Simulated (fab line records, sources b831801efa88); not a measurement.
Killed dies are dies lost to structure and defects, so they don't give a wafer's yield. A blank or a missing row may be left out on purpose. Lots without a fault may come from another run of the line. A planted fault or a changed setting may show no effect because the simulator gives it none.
fab line records | flow sky130
record lots=6 wafers=18 last_day=50
route steps=708 shown METAL2@495 VIA2@507 PAD_OPEN@708
lots that met no fault: from a run of the same line without faults
start_h: hours from the record's first day to the start of the lot's first wafer shown | wait_h: hours since the lot's step before | " the same as in the row above | L1.1+2: a row that stands for several wafers | - no value, or no start given | * or withheld: withheld | < > ~ a bound
route shown NAME@n: a module of which the file shows steps, and the number in the route of the first | usual: mean/standard deviation of fault-free wafers | same: alike in all rows | chamber/n: place in a boat | sites: the reading at each site | _std_site: their standard deviation | _edge_site: outer sites' mean less inner sites' | radius_mm: how far each site lies from the wafer's centre | mask NAME#n: copy n | behind: the tool/chamber that last shaped the wafer | hold: why the lot was held/for how many hours/how that ended | device: the transistor (n, p or np) that didn't switch | end of line: the same wafers' tests at the end of the route | a step without rows: its recipe alone | killed: dies lost to structure and defects at the first sort, not the wafer's yield | map: a wafer's dies, x killed, . not, _ none there
set.NAME: the setting as run; set.NAME@STEP: as run at that earlier step | model.NAME: the simulator's own value behind a step, which no gauge read
lots at some steps of the route; a table a step, a row a wafer
services: from which hour (start_h, from the record's first day; less than 0 if before it) a tool's chamber was out of use, for how many hours, and why
## steps
# step SKY_METAL2_EXPOSE_12
# recipe mask_id=MM2 na=0.8 source_shape=annular sigma_inner=0.55 sigma_outer=0.85 target_cd_nm=140 dose_mj=28
# step SKY_METAL2_PEB_13
# recipe peb_temp_c=withheld peb_time_s=withheld resist=KrF-thick
# step SKY_METAL2_DEVELOP_14
# recipe develop_time_s=60 resist=KrF-thick dev_temp_c=21
# step SKY_METAL2_CD_MEAS_15
# recipe target_cd_nm=140
# usual cd_nm=140.4/1.7
# columns lot.wafer tool chamber start_h wait_h cd_nm
L954.2 cd_sem-01 - 832.26 - 139.9
L954.3 " - " " 139.8
L954.4 " - " " 139.5
L955.3 cd_sem-01 - 836.98 - 144.5
L955.4 " - " " 143.0
L955.6 " - " " 142.5
L958.2 cd_sem-02 - 879.15 - 141.1
L958.4 " - " " 141.8
L958.6 " - " " 141.7
L965.2 cd_sem-01 - 926.56 - 141.7
L965.4 " - " " 141.3
L965.6 " - " " 141.2
L966.3 cd_sem-01 - 929.53 - 142.9
L966.4 " - " " 144.3
L966.6 " - " " 140.8
L972.4 cd_sem-02 - 964.10 - 139.3
L972.5 " - " " 140.8
L972.6 " - " " 141.7
# step SKY_METAL2_OVL_MEAS_16
# usual METAL2_OVL=0/4
# columns lot.wafer tool chamber start_h wait_h METAL2_OVL[nm]
L954.2 overlay-01 - 832.37 0.1 2
L954.3 " - " " 0
L954.4 " - " " 4
L955.3 overlay-02 - 837.07 0.1 -2
L955.4 " - " " 2
L955.6 " - " " 0
L958.2 overlay-02 - 879.25 0.1 1
L958.4 " - " " 6
L958.6 " - " " 5
L965.2 overlay-02 - 926.67 0.1 2
L965.4 " - " " -5
L965.6 " - " " -3
L966.3 overlay-02 - 929.62 0.1 -2
L966.4 " - " " -3
L966.6 " - " " 2
L972.4 overlay-01 - 964.18 0.1 1
L972.5 " - " " -1
L972.6 " - " " -6
# step SKY_METAL2_DESCUM_17
# recipe chemistry=O2 source_power_w=150 bias_power_w=0 pressure_mtorr=10 temp_c=40 time_s=8
# usual drypump_motor_current_A=5.6/0.41 oes_product_au=0.998/0.0072
# columns lot.wafer tool chamber start_h wait_h drypump_motor_current_A oes_product_au rf_hours_counter_h
L954.2 rie_metal-02 0 832.40 0.0 6.2 0.997 4.9
L954.3 " 1 " " 5.4 1.003 -
L954.4 " 0 " " 6.2 0.995 -
L955.3 rie_metal-02 1 837.11 0.0 5.3 0.993 -
L955.4 " 0 " " 6.1 1.013 -
L955.6 " 0 " " 6.1 1.011 -
L958.2 rie_metal-02 1 879.28 0.0 5.4 1.008 10.0
L958.4 " 1 " " 5.4 1.000 -
L958.6 " 1 " " 5.3 1.000 -
L965.2 rie_metal-02 1 926.70 0.0 5.3 1.019 11.9
L965.4 " 1 " " 5.4 1.003 -
L965.6 " 0 " " 6.2 1.008 -
L966.3 rie_metal-03 1 929.66 0.0 5.1 0.987 -
L966.4 " 0 " " 5.8 1.000 -
L966.6 " 1 " " 5.1 0.986 -
L972.4 rie_metal-03 1 964.21 0.0 5.1 0.989 -
L972.5 " 0 " " 5.8 1.003 -
L972.6 " 1 " " 5.1 1.000 -
# step SKY_METAL2_ETCH_18
# recipe chemistry=N2/H2 target=BARC ion_energy_ev=200 bias_w=100 pressure_mtorr=30 n2_flow_sccm=100 h2_flow_sccm=200 icp_w=500 stop_on=SiO2 time_s=45.9 target_depth_a=600
# usual drypump_motor_current_A=5.6/0.41 oes_product_au=0.855/0.0047 throttle_valve_pct=13.225/0.0093
# columns lot.wafer tool chamber start_h wait_h drypump_motor_current_A oes_product_au rf_hours_counter_h throttle_valve_pct
L954.2 rie_metal-02 0 832.43 0.0 6.1 0.852 4.9 13.223
L954.3 " 1 " " 5.4 0.853 - 13.228
L954.4 " 0 " " 6.2 0.852 - 13.229
L955.3 rie_metal-02 1 837.15 0.0 5.4 0.858 - 13.229
L955.4 " 0 " " 6.2 0.850 - 13.222
L955.6 " 0 " " 6.2 0.861 - 13.232
L958.2 rie_metal-02 1 879.31 0.0 5.4 0.849 10.0 13.229
L958.4 " 1 " " 5.4 0.852 - 13.224
L958.6 " 1 " " 5.4 0.850 - 13.233
L965.2 rie_metal-02 1 926.73 0.0 5.4 0.853 11.9 13.197
L965.4 " 1 " " 5.4 0.854 - 13.232
L965.6 " 0 " " 6.1 0.862 - 13.235
L966.3 rie_metal-03 1 929.70 0.0 5.1 0.854 - 13.222
L966.4 " 0 " " 5.8 0.854 - 13.225
L966.6 " 1 " " 5.1 0.845 - 13.228
L972.4 rie_metal-03 1 964.25 0.0 5.1 0.859 - 13.217
L972.5 " 0 " " 5.8 0.851 - 13.219
L972.6 " 1 " " 5.1 0.860 - 13.230
# step SKY_METAL2_METAL_ETCH_19
# recipe target_depth_a=3600 stop_on=SiO2 over_etch_frac=0.3 time_s=78 chemistry=Cl2/BCl3 resist_sidewall_deg=88 pressure_mtorr=10 icp_w=900 bias_w=48.5 Cl2_flow_sccm=60 bcl3_flow_sccm=30
# usual drypump_motor_current_A=5.6/0.41 oes_product_au=0.854/0.0057 throttle_valve_pct=22.265/0.01
# columns lot.wafer tool chamber start_h wait_h drypump_motor_current_A oes_product_au rf_hours_counter_h throttle_valve_pct
L954.2 rie_metal-02 0 832.49 0.0 6.1 0.858 5.0 22.268
L954.3 " 1 " " 5.4 0.850 - 22.264
L954.4 " 0 " " 6.1 0.856 - 22.266
L955.3 rie_metal-02 1 837.22 0.1 5.4 0.851 - 22.271
L955.4 " 0 " " 6.2 0.850 - 22.267
L955.6 " 0 " " 6.1 0.850 - 22.261
L958.2 rie_metal-02 1 879.38 0.0 5.4 0.854 10.0 22.258
L958.4 " 1 " " 5.4 0.856 - 22.278
L958.6 " 1 " " 5.4 0.855 - 22.255
L965.2 rie_metal-02 1 926.79 0.0 5.4 0.843 12.0 22.256
L965.4 " 1 " " 5.4 0.842 - 22.261
L965.6 " 0 " " 6.1 0.846 - 22.261
L966.3 rie_metal-03 1 929.77 0.1 5.1 0.851 - 22.270
L966.4 " 0 " " 5.8 0.849 - 22.246
L966.6 " 1 " " 5.1 0.845 - 22.274
L972.4 rie_metal-03 1 964.32 0.1 5.1 0.855 - 22.250
L972.5 " 0 " " 5.8 0.855 - 22.254
L972.6 " 1 " " 5.1 0.852 - 22.267
# step SKY_METAL2_STRIP_20
# recipe chemistry=O2/N2 power_w=1400 pressure_mtorr=1500 platen_temp_c=withheld o2_flow_sccm=3000 n2_flow_sccm=300 overash_fraction=0.5
# usual drypump_motor_current_A=5.6/0.53 oes_product_au=0.343/0.0042 strip_time_to_endpoint_s=2.692/0.03
# same overash_fraction=0.5
# columns lot.wafer tool chamber start_h wait_h drypump_motor_current_A oes_product_au rf_hours_counter_h strip_time_to_endpoint_s
L954.2 plasma_asher-02 0 832.58 0.1 5.8 0.340 39 2.684
L954.3 " 0 " " 5.8 0.345 - 2.676
L954.4 " 1 " " 5.9 0.347 - 2.657
L955.3 plasma_asher-04 0 837.32 0.1 6.2 0.346 - 2.687
L955.4 " 1 " " 5.0 0.341 - 2.690
L955.6 " 1 " " 5.0 0.340 - 2.715
L958.2 plasma_asher-03 0 879.47 0.1 4.9 0.349 105 2.702
L958.4 " 0 " " 4.9 0.348 - 2.700
L958.6 " 0 " " 4.9 0.344 - 2.683
L965.2 plasma_asher-03 1 926.88 0.1 6.1 0.338 110 2.649
L965.4 " 0 " " 4.8 0.339 - 2.626
L965.6 " 0 " " 4.9 0.347 - 2.649
L966.3 plasma_asher-02 1 929.86 0.1 5.9 0.347 - 2.721
L966.4 " 0 " " 5.8 0.345 - 2.653
L966.6 " 1 " " 5.9 0.343 - 2.687
L972.4 plasma_asher-04 0 964.41 0.1 6.2 0.341 - 2.724
L972.5 " 1 " " 5.0 0.343 - 2.724
L972.6 " 0 " " 6.2 0.349 - 2.715
# step SKY_METAL2_STRIP_21
# recipe chemistry=post_etch_residue_remover time_s=1200 temp_c=72.5
# step SKY_METAL2_CLEAN_22
# recipe chemistry=IPA time_s=180 temp_c=25
# step SKY_METAL2_CLEAN_23
# recipe chemistry=O3/DIW dry=n2_spin
# step SKY_VIA2_HDPCVD_00
# recipe material=SiO2 target_thk_nm=1180 sigma_open_frac=0.3 time_s=196.7 temp_c=400 sih4_flow_sccm=60 pressure_mtorr=6
# usual pressure_mtorr=6.001/0.011
# columns lot.wafer tool chamber start_h wait_h pressure_mtorr
L954.2 hdpcvd-01 2 833.18 0.0 6.008
L954.3 " 1 " " 5.998
L954.4 " 2 " " 6.003
L955.3 hdpcvd-02 0 837.88 0.0 5.991
L955.4 " 0 " " 6.009
L955.6 " 1 " " 5.990
L958.2 hdpcvd-01 1 880.06 0.0 6.032
L958.4 " 0 " " 6.011
L958.6 " 2 " " 6.011
L965.2 hdpcvd-02 0 927.54 0.0 5.999
L965.4 " 0 " " 6.001
L965.6 " 1 " " 6.011
L965.2 hdpcvd-02 0 927.84 0.2 5.978
L965.4 " 0 " " 5.984
L965.6 " 1 " " 5.988
L966.3 hdpcvd-01 0 930.48 0.1 6.014
L966.4 " 2 " " 6.014
L966.6 " 2 " " 5.996
L966.3 hdpcvd-01 0 930.84 0.3 6.015
L966.4 " 2 " " 5.995
L966.6 " 2 " " 6.002
L972.4 hdpcvd-02 1 967.37 2.4 5.991
L972.5 " 0 " " 6.002
L972.6 " 2 " " 6.012
# step SKY_VIA2_THK_MEAS_01
# recipe reads=SiO2_of_VIA2_HDPCVD_00
# usual VIA2_HDPCVD_THK=1175/11
# columns lot.wafer tool chamber start_h wait_h VIA2_HDPCVD_THK[nm]
L954.2 film_metro-04 - 833.38 0.1 1194
L954.3 " - " " 1175
L954.4 " - " " 1200
L955.3 film_metro-04 - 838.03 0.1 1165
L955.4 " - " " 1179
L955.6 " - " " 1153
L958.2 film_metro-03 - 880.19 0.1 1161
L958.4 " - " " 1177
L958.6 " - " " 1175
L965.2 film_metro-04 - 927.97 0.1 2373
L965.4 " - " " 2364
L965.6 " - " " 2365
L966.3 film_metro-01 - 931.08 0.2 2350
L966.4 " - " " 2360
L966.6 " - " " 2375
L972.4 film_metro-03 - 967.47 0.0 1182
L972.5 " - " " 1193
L972.6 " - " " 1186
# step SKY_VIA2_CMP_02
# recipe material=SiO2 down_force_psi=4 platen_rpm=60 pad_velocity_m_s=0.94248
# usual motor_current_A=11.6/1.8 slurry_filter_dp_kPa=13.48/0.13
# columns lot.wafer tool chamber start_h wait_h motor_current_A slurry_filter_dp_kPa
L954.3 cmp-02 3 833.72 0.3 10.9 13.51
L954.4 " 0 " " 10.0 13.46
L954.2 " 1 " " 12.2 13.63
L955.4 cmp-02 1 838.07 0.0 12.6 13.55
L955.3 " 0 " " 10.2 13.34
L955.6 " 2 " " 12.5 13.48
L958.2 cmp-01 2 880.24 0.0 8.4 13.36
L958.4 " 1 " " 10.9 13.32
L958.6 " 2 " " 8.4 13.41
L965.4 cmp-02 3 928.02 0.0 11.6 13.51
L965.2 " 2 " " 12.5 13.68
L965.6 " 0 " " 10.2 13.52
L966.4 cmp-01 1 931.22 0.1 10.2 13.18
L966.3 " 2 " " 8.8 13.51
L966.6 " 0 " " 14.0 13.59
L972.4 cmp-01 1 969.02 1.5 10.3 13.60
L972.5 " 1 " " 10.4 13.20
L972.6 " 2 " " 8.3 13.66
# step SKY_PAD_OPEN_PROBE_99
# usual defect_limited_yield=82.2/1.8 killed_at_M0_to_M3=44/6 killed_at_M4_up=3.3/2.1 killed_at_contacts=25/5.5 killed_at_front_end=15/4.3 killed_at_other=0.2/0.41 killed_dies=88/9.1 killed_open=48/6.6 killed_short=39/6.7 sort_bin_3_pad_short=0.9/0.4 sort_bin_5_function=10.4/1.5 sort_bin_6_memory=6.5/1.1 sort_n_pass=404/9.1 sort_yield_pct=82.2/1.8
# same gross_dies=492 killed_at_back_side=0 sort_bin_4_leakage[%]=0 sort_bin_8_speed[%]=0
# columns lot.wafer tool chamber start_h wait_h defect_limited_yield[%] killed_at_M0_to_M3 killed_at_M4_up killed_at_contacts killed_at_front_end killed_at_other killed_dies killed_open killed_short sort_bin_3_pad_short[%] sort_bin_5_function[%] sort_bin_6_memory[%] sort_n_pass sort_yield_pct[%]
L954.2 prober-02 - 1081.49 0.1 82.5 42 0 30 14 0 86 47 39 1.0 10.4 6.1 406 82.5
L954.3 prober-02 - 1081.54 0.2 85.4 35 1 29 6 1 72 40 32 0.4 9.1 5.1 420 85.4
L954.4 prober-02 - 1081.59 0.2 80.5 54 4 22 16 0 96 54 42 1.2 12.2 6.1 396 80.5
L955.3 prober-01 - 1087.68 0.2 80.7 48 2 28 17 0 95 49 46 0.8 11.8 6.7 397 80.7
L955.4 prober-01 - 1087.73 0.2 84.1 45 3 20 10 0 78 45 33 0.4 10.6 4.9 414 84.1
L955.6 prober-01 - 1087.83 0.2 85.6 33 1 25 12 0 71 37 33 1.2 6.9 6.3 421 85.6
L958.2 prober-01 - 1128.27 0.1 80.7 45 3 25 22 0 95 55 39 0.6 12.6 6.1 397 80.7
L958.4 prober-01 - 1128.37 0.2 82.9 38 8 18 20 0 84 43 41 1.4 9.6 6.1 408 82.9
L958.6 prober-01 - 1128.47 0.2 82.1 38 5 32 13 0 88 52 36 0.6 10.4 6.9 404 82.1
L965.2 prober-01 - 1155.20 0.1 79.9 49 2 24 24 0 99 54 45 1.4 12.8 5.9 393 79.9
L965.4 prober-01 - 1155.30 0.2 81.7 49 0 31 10 0 90 49 41 1.4 10.4 6.5 402 81.7
L965.6 prober-01 - 1155.40 0.2 80.7 55 0 24 16 0 95 45 50 1.2 10.4 7.7 397 80.7
L966.3 prober-02 - 1157.17 0.2 83.1 39 6 22 16 0 83 43 39 1.2 8.1 7.5 409 83.1
L966.4 prober-02 - 1157.22 0.2 81.9 41 3 30 15 0 89 52 37 1.0 9.8 7.3 403 81.9
L966.6 prober-02 - 1157.32 0.2 81.9 41 8 23 17 0 89 39 49 0.8 10.6 6.7 403 81.9
L972.4 prober-02 - 1187.96 0.2 84.3 37 3 22 15 0 77 40 37 1.6 8.3 5.7 415 84.3
L972.5 prober-02 - 1188.01 0.2 78.3 54 1 38 14 0 107 69 38 1.0 12.8 7.9 385 78.3
L972.6 prober-02 - 1188.06 0.2 85.2 35 1 19 18 0 73 41 32 0.8 9.8 4.3 419 85.2
# killed by level:class
L954.2 VIA2:geometric_particle:open=10 VIA1:geometric_particle:open=10 CONTACT:geometric_particle:open=8 LI_CONTACT:geometric_particle:open=8 CONTACT:geometric_particle:short=7 METAL2:geometric_particle:short=5 FIELD_ISO:geometric_particle:short=4 POLY_GATE:geometric_particle:open=4
L954.3 CONTACT:geometric_particle:open=12 VIA1:geometric_particle:open=9 METAL1:geometric_particle:short=8 CONTACT:geometric_particle:short=7 LI_CONTACT:geometric_particle:open=6 VIA2:geometric_particle:open=5 VIA2:geometric_particle:short=4 LOCAL_INTERCONNECT:geometric_particle:short=3
L954.4 VIA2:geometric_particle:open=13 VIA1:geometric_particle:open=9 VIA3:geometric_particle:open=7 CONTACT:geometric_particle:open=7 LI_CONTACT:geometric_particle:open=6 METAL1:geometric_particle:short=6 VIA2:geometric_particle:short=6 FIELD_ISO:geometric_particle:short=5
L955.3 VIA1:geometric_particle:open=13 LI_CONTACT:geometric_particle:open=8 CONTACT:geometric_particle:short=8 VIA2:geometric_particle:open=7 FIELD_ISO:geometric_particle:short=6 VIA3:geometric_particle:open=5 CONTACT:geometric_particle:open=5 METAL1:geometric_particle:short=5
L955.4 VIA3:geometric_particle:open=12 CONTACT:geometric_particle:open=10 METAL2:geometric_particle:short=7 LI_CONTACT:geometric_particle:open=5 METAL1:geometric_particle:short=5 VIA1:geometric_particle:short=5 VIA1:geometric_particle:open=4 FIELD_ISO:geometric_particle:open=2
L955.6 CONTACT:geometric_particle:open=11 CONTACT:geometric_particle:short=6 VIA1:geometric_particle:open=6 FIELD_ISO:geometric_particle:short=5 FIELD_ISO:geometric_particle:open=5 LI_CONTACT:geometric_particle:open=4 METAL1:geometric_particle:short=4 METAL2:geometric_particle:short=4
L958.2 CONTACT:geometric_particle:open=11 VIA1:geometric_particle:open=11 METAL1:geometric_particle:short=7 VIA2:geometric_particle:open=7 POLY_GATE:geometric_particle:open=6 LI_CONTACT:geometric_particle:open=6 VIA3:geometric_particle:open=6 POLY_GATE:geometric_particle:short=5
L958.4 VIA1:geometric_particle:open=9 METAL2:geometric_particle:short=8 LI_CONTACT:geometric_particle:open=7 VIA2:geometric_particle:open=7 FIELD_ISO:geometric_particle:short=6 CONTACT:geometric_particle:open=6 FIELD_ISO:geometric_particle:open=5 LOCAL_INTERCONNECT:geometric_particle:short=5
L958.6 LI_CONTACT:geometric_particle:open=12 CONTACT:geometric_particle:open=11 VIA1:geometric_particle:open=9 VIA2:geometric_particle:open=7 VIA3:geometric_particle:open=6 LI_CONTACT:geometric_particle:short=5 FIELD_ISO:geometric_particle:short=4 METAL4:geometric_particle:short=4
L965.2 VIA1:geometric_particle:open=16 CONTACT:geometric_particle:open=8 VIA1:geometric_particle:short=8 POLY_GATE:geometric_particle:short=7 LOCAL_INTERCONNECT:geometric_particle:short=6 VIA2:geometric_particle:open=6 POLY_GATE:geometric_particle:open=5 FIELD_ISO:geometric_particle:short=4
L965.4 CONTACT:geometric_particle:open=11 VIA1:geometric_particle:open=9 VIA3:geometric_particle:open=9 VIA2:geometric_particle:open=8 LOCAL_INTERCONNECT:geometric_particle:short=6 METAL1:geometric_particle:short=6 LI_CONTACT:geometric_particle:open=5 VIA2:geometric_particle:short=5
L965.6 VIA1:geometric_particle:open=13 METAL1:geometric_particle:short=11 FIELD_ISO:geometric_particle:short=6 CONTACT:geometric_particle:open=6 VIA2:geometric_particle:open=6 VIA3:geometric_particle:open=6 METAL3:geometric_particle:short=5 LI_CONTACT:geometric_particle:open=5
L966.3 CONTACT:geometric_particle:open=10 VIA1:geometric_particle:open=9 POLY_GATE:geometric_particle:short=6 VIA1:geometric_particle:short=6 CONTACT:geometric_particle:short=5 LI_CONTACT:geometric_particle:open=4 METAL1:geometric_particle:short=4 VIA3:geometric_particle:open=4
L966.4 VIA2:geometric_particle:open=9 CONTACT:geometric_particle:open=8 LI_CONTACT:geometric_particle:open=7 LOCAL_INTERCONNECT:geometric_particle:short=7 VIA1:geometric_particle:open=7 METAL2:geometric_particle:short=7 POLY_GATE:geometric_particle:open=5 METAL1:geometric_particle:short=5
L966.6 VIA1:geometric_particle:open=10 METAL1:geometric_particle:short=9 METAL4:geometric_particle:short=8 LI_CONTACT:geometric_particle:open=5 CONTACT:geometric_particle:open=5 VIA3:geometric_particle:open=5 FIELD_ISO:geometric_particle:short=4 LI_CONTACT:geometric_particle:short=4
L972.4 VIA1:geometric_particle:open=12 CONTACT:geometric_particle:open=8 FIELD_ISO:geometric_particle:open=5 LOCAL_INTERCONNECT:geometric_particle:short=5 VIA1:geometric_particle:short=5 FIELD_ISO:geometric_particle:short=4 LI_CONTACT:geometric_particle:open=4 METAL2:geometric_particle:short=4
L972.5 LI_CONTACT:geometric_particle:open=14 CONTACT:geometric_particle:open=13 VIA2:geometric_particle:open=12 VIA1:geometric_particle:open=10 METAL2:geometric_particle:short=7 VIA3:geometric_particle:open=7 FIELD_ISO:geometric_particle:open=6 VIA2:geometric_particle:short=6
L972.6 VIA1:geometric_particle:open=12 VIA2:geometric_particle:open=7 POLY_GATE:geometric_particle:short=6 CONTACT:geometric_particle:open=6 LI_CONTACT:geometric_particle:open=5 CONTACT:geometric_particle:short=5 FIELD_ISO:geometric_particle:open=4 FIELD_ISO:geometric_particle:short=4
## services
# columns tool chamber start_h hours kind
hdpcvd-01 0 829.67 7.5 repair
cmp-01 - 830.80 5.8 pm
rie_metal-03 - 836.44 1.1 repair
plasma_asher-04 - 839.63 1.2 repair
cmp-02 - 855.98 0.7 repair
hdpcvd-02 - 859.28 2.8 pm
cmp-01 - 862.67 0.3 repair
hdpcvd-01 1 897.56 9.4 repair
rie_metal-02 - 906.27 2.8 pm
rie_metal-02 1 917.11 2.6 repair
cmp-01 - 919.23 4.0 pm
cmp-01 - 923.23 - consumable_replace:conditioner
cmp-01 - 923.23 - consumable_replace:pad
hdpcvd-01 1 929.76 9.8 repair
cmp-01 - 933.86 1.7 repair
hdpcvd-01 - 939.69 28.1 pm
hdpcvd-02 - 950.25 15.0 pm
hdpcvd-02 0 950.25 15.0 vent_cycle
hdpcvd-02 1 950.25 15.0 vent_cycle
hdpcvd-02 2 950.25 15.0 vent_cycle
cmp-02 - 962.55 4.4 pm
hdpcvd-02 0 965.25 - clean
hdpcvd-02 1 965.25 - clean
hdpcvd-02 2 965.25 - clean
## key
first_sign step=SKY_VIA2_HDPCVD_00 reading=visit direction=added
effect step=SKY_VIA2_THK_MEAS_01 reading=VIA2_HDPCVD_THK direction=up sigmas=99+ usual=1175 struck=2365
met_at SKY_VIA2_HDPCVD_00
struck_wafers L965.2,L965.4,L965.6,L966.3,L966.4,L966.6
fault kind=repeated_step_whole tool=hdpcvd-01,hdpcvd-02 chamber=- onset_h=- steps=SKY_VIA2_HDPCVD_00 times=1 scope=struck_lots_only
